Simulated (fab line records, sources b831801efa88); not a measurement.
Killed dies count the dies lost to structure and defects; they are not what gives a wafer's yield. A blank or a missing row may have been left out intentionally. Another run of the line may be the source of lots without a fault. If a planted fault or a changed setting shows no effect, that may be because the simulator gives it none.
Which tool did it? ; flow gf180mcu ; 12 lots, 36 wafers sampled, at 4 steps of a route of 602

WHAT EACH GAUGE READ, for each wafer
GF_STI_THK_MEAS_22.
lot;measured;on;STI_OXIDATION_01_THK (nm)
L113;day 2 13:50;film metro-01;15.13 15.13 15.35
L115;day 2 23:22;film metro-03;15.02 15.03 14.79
L116;day 3 05:28;film metro-04;14.82 14.73 14.85
L117;day 3 10:38;film metro-01;14.84 15.01 14.70
L121;day 4 07:38;film metro-04;14.89 15.14 14.79
L122;day 4 12:35;film metro-03;14.94 14.83 14.84
L124;day 4 22:43;film metro-01;14.70 14.53 14.79
L125;day 5 03:35;film metro-01;14.87 15.07 15.25
L131;day 6 10:14;film metro-04;14.86 14.84 15.11
L132;day 6 16:00;film metro-03;15.16 15.08 15.29
L133;day 6 21:19;film metro-01;15.08 14.96 14.90
L134;day 7 03:05;film metro-03;15.05 15.29 15.04

GF_PSD_RS_MEAS_14: the measuring method here is four-point-probe.
lot;measured;on;NSD_RS (ohm/sq)
L113;day 14 22:07;film metro-03;46.26 46.20 46.14
L115;day 15 22:17;film metro-03;46.11 46.18 46.16
L116;day 16 01:51;film metro-03;46.14 46.11 46.21
L117;day 16 12:03;film metro-03;46.24 46.09 46.20
L121;day 17 22:15;film metro-04;46.08 46.04 46.04
L122;day 18 13:17;film metro-03;46.29 46.12 46.09
L124;day 19 01:10;film metro-03;47.62 47.59 47.59
L125;day 19 10:29;film metro-03;47.76 47.65 47.71
L131;day 21 09:35;film metro-02;46.12 46.15 46.20
L132;day 21 16:11;film metro-03;46.24 46.19 46.24
L133;day 22 04:26;film metro-04;46.07 46.03 46.08
L134;day 22 11:08;film metro-03;46.20 46.12 46.21

GF_PSD_RS_MEAS_15: the measuring method here is four-point-probe.
lot;measured;on;PSD_RS (ohm/sq)
L113;day 14 22:14;film metro-03;109.3 108.7 108.5
L115;day 15 22:25;film metro-03;108.4 108.5 108.7
L116;day 16 01:58;film metro-03;108.9 108.9 109.0
L117;day 16 12:10;film metro-03;108.8 108.9 109.1
L121;day 17 22:22;film metro-04;108.2 107.9 108.2
L122;day 18 13:24;film metro-03;108.6 108.4 108.2
L124;day 19 01:17;film metro-03;115.7 115.8 116.0
L125;day 19 10:36;film metro-03;115.8 116.0 116.4
L131;day 21 09:42;film metro-02;108.5 108.5 109.2
L132;day 21 16:18;film metro-03;109.0 109.1 108.7
L133;day 22 04:33;film metro-04;108.1 108.1 108.4
L134;day 22 11:16;film metro-03;108.8 109.0 108.5

EACH LOT AND THE TOOL THAT RAN IT (in order: tool; ch and the chambers of the sampled wafers; start)
lot;GF_PSD_RTA_13
L113;rtp anneal-02 ch 0, day 14 22:02
L115;rtp anneal-02 ch 0, day 15 22:11
L116;rtp anneal-01 ch 0, day 16 01:46
L117;rtp anneal-02 ch 0, day 16 11:58
L121;rtp anneal-02 ch 0, day 17 22:10
L122;rtp anneal-01 ch 0, day 18 13:12
L124;rtp anneal-01 ch 0, day 19 01:05
L125;rtp anneal-01 ch 0, day 19 10:23
L131;rtp anneal-02 ch 0, day 21 09:29
L132;rtp anneal-02 ch 0, day 21 16:05
L133;rtp anneal-01 ch 0, day 22 04:16
L134;rtp anneal-01 ch 0, day 22 10:51
- GF_PSD_RTA_13: time 20 s.

AS READ BY THE TOOLS THEMSELVES (means over the sampled wafers that have a number; for cases with no such wafer, the mark the record gives instead)
GF_PSD_RTA_13.
lot;tool;chamber o2 ppm;lamp power pct (%);wafer_temp_C_max
L113;rtp anneal-02;2.046;30.9;1030.7
L115;rtp anneal-02;1.991;30.9;1030.1
L116;rtp anneal-01;2.027;34.1;1028.1
L117;rtp anneal-02;1.975;30.9;1033.7
L121;rtp anneal-02;1.979;30.9;1030.2
L122;rtp anneal-01;2.025;34.1;1029.1
L124;rtp anneal-01;1.990;33.1;1017.4
L125;rtp anneal-01;1.989;33.1;1018.6
L131;rtp anneal-02;1.994;30.9;1032.8
L132;rtp anneal-02;2.015;30.9;1031.3
L133;rtp anneal-01;1.988;34.1;1028.8
L134;rtp anneal-01;2.019;34.2;1029.2

THE ANSWER, worked out from the rows above alone
Rule: the lots themselves supply what counts as usual. Put in order of their means at a reading, lots are off if they are a third of the lots or fewer, leave a main group of 4 or more, and stand apart from it by a gap of 3 or more times the standard deviation of the main group's means; of several such gaps the widest counts. The tables above print the reading to a certain number of digits; a main group whose means all agree to those digits is not used. A lot without any number at a reading at which 4 lots or more have one is off too. Where the step has rows for the other lots, those lots are counted as sound. Order of review: gauges by route order, followed by the tools' own readings, for which a lot's mean as printed above is used. At the first step where some lot is off, the reading lying furthest off is the one used; lots without a number count as furthest.
Off: L124, L125, at GF_PSD_RS_MEAS_14 (NSD_RS). For the main group the mean is 46.15 ohm/sq and the standard deviation 0.052.
If a tool, at a process step before that reading, ran all the lots that are off and no sound lot after the first of them, it fits. The gauges at GF_PSD_RS_MEAS_14 aren't tried: what is off there is off at GF_PSD_RTA_13 too, on other tools, and a gauge's error can't cause that. Not one of the candidates tried fits.

WHAT THE SIMULATOR HAD PUT IN
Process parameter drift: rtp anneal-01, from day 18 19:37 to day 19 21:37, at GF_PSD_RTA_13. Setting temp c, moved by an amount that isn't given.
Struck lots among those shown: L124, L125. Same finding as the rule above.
